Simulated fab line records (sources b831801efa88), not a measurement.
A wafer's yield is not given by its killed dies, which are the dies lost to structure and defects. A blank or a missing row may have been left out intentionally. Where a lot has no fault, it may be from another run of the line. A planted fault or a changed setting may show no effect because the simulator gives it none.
Struck lot and sound lot, side by side -- flow sfq-line -- 13 out of 325 route steps
Sound: the wafers L116.3, L116.5, L116.6. Struck: wafer L118.4 (L118.1, L118.3, from the same lot, were not struck and are left out); the cause is given at the end.
Each step with rows lists, per side, the tool, then ch with its chambers, then its first start. Under that, the readings that differ: sound wafers -- struck wafers -- difference of the means -- sigmas: that difference in standard deviations of wafers without a fault.
alike: a reading whose means differ by less than 2 such deviations, as well as words and numbers matching on both sides. not compared: withheld readings; readings where some wafer has no value; bounds like >300 that might hide an equal value; numbers whose values overlap and for which the record gives no deviation.
The two part at a step that has a row with sigmas, a row that says differs or no value, or rows on one side only. Non-overlapping numbers with no deviation appear without sigmas and do not part them. A reading missing from all wafers of one side parts the sides only when that side holds two or more wafers.

first, 1 step without rows for these wafers: SFQ_TRILAYER_M7_DEP_PRE_CLEAN_176 (time 22.5 s).
SFQ_TRILAYER_M7_DEP_SPUTTER_175: material Nb, target thk 200 nm, time 133.3 s.
  struck on pvd-sputter-06, day 66 04:05; sound on pvd-sputter-06, day 65 21:04
  alike: throttle-valve-pct
SFQ_M7_RS_MEAS_943: measures by four-point-probe.
  struck on film-metro-04, day 66 04:10; sound on film-metro-04, day 65 21:11
  alike: M7_NB_RS
then, 6 steps without rows for these wafers: SFQ_TRILAYER_M7_LITHO_COAT_182 (resist thk 62 nm); SFQ_TRILAYER_M7_LITHO_COAT_177 (resist thk 600 nm); SFQ_TRILAYER_M7_LITHO_SOFTBAKE_181; SFQ_TRILAYER_M7_LITHO_EXPOSE_178 (exposes mask M7, target cd 500 nm); SFQ_TRILAYER_M7_LITHO_PEB_180 (peb time 60 s); SFQ_TRILAYER_M7_LITHO_DEVELOP_179 (time 60 s).
-- the record jumps here: 4 days lie between the struck wafers' starts before and after --
SFQ_M7_OVL_MEAS_945:
  struck on overlay-01, day 70 04:11; sound on overlay-02, day 69 20:53
  alike: M7_OVL
SFQ_TRILAYER_M7_BARC_OPEN_METAL_ETCH_229: etches BARC in O2, target depth 125 nm, time 41.7 s.
  sound on rie-metal-04 ch 0,1, day 69 20:55; struck on rie-metal-01 ch 0, day 70 04:13
  alike: drypump-motor-current-A, oes-product-au, run-length-s
  not compared: rf-hours-counter-h
SFQ_TRILAYER_M7_ETCH_METAL_ETCH_180: etches Nb in Cl2/Ar, stops on SiO2, target depth 240 nm, time 120 s.
  sound on rie-metal-04 ch 0,1, day 69 21:00; struck on rie-metal-01 ch 0, day 70 04:17
reading,sound,struck,difference,sigmas
oes-product-au (a.u.),0.902 0.893 0.904,0.921,+0.021,+3
run-length-s (s),148.5 148.1 147.9,145.0,-3.2,-7
model.KrF_of_TRILAYER_M7_LITHO_COAT_177.thk-nm (nm),382.9 382.4 379.1,386.8,+5.3,
  alike: drypump-motor-current-A
  not compared: rf-hours-counter-h
SFQ_TRILAYER_M7_STRIP_STRIP_181: strips in O2.
  sound on rie-metal-04 ch 0,1, day 69 21:17; struck on rie-metal-01 ch 0, day 70 04:25
  alike: drypump-motor-current-A, oes-product-au
  not compared: rf-hours-counter-h

WHERE THEY PART
Only at SFQ_TRILAYER_M7_ETCH_METAL_ETCH_180, as far as this record shows. Later steps at which nothing parts them and some readings are alike: SFQ_TRILAYER_M7_STRIP_STRIP_181.

WHY: what had been put in by the simulator
rie-metal-01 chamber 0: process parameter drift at SFQ_TRILAYER_M7_ETCH_METAL_ETCH_180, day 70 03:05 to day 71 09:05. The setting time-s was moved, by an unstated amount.
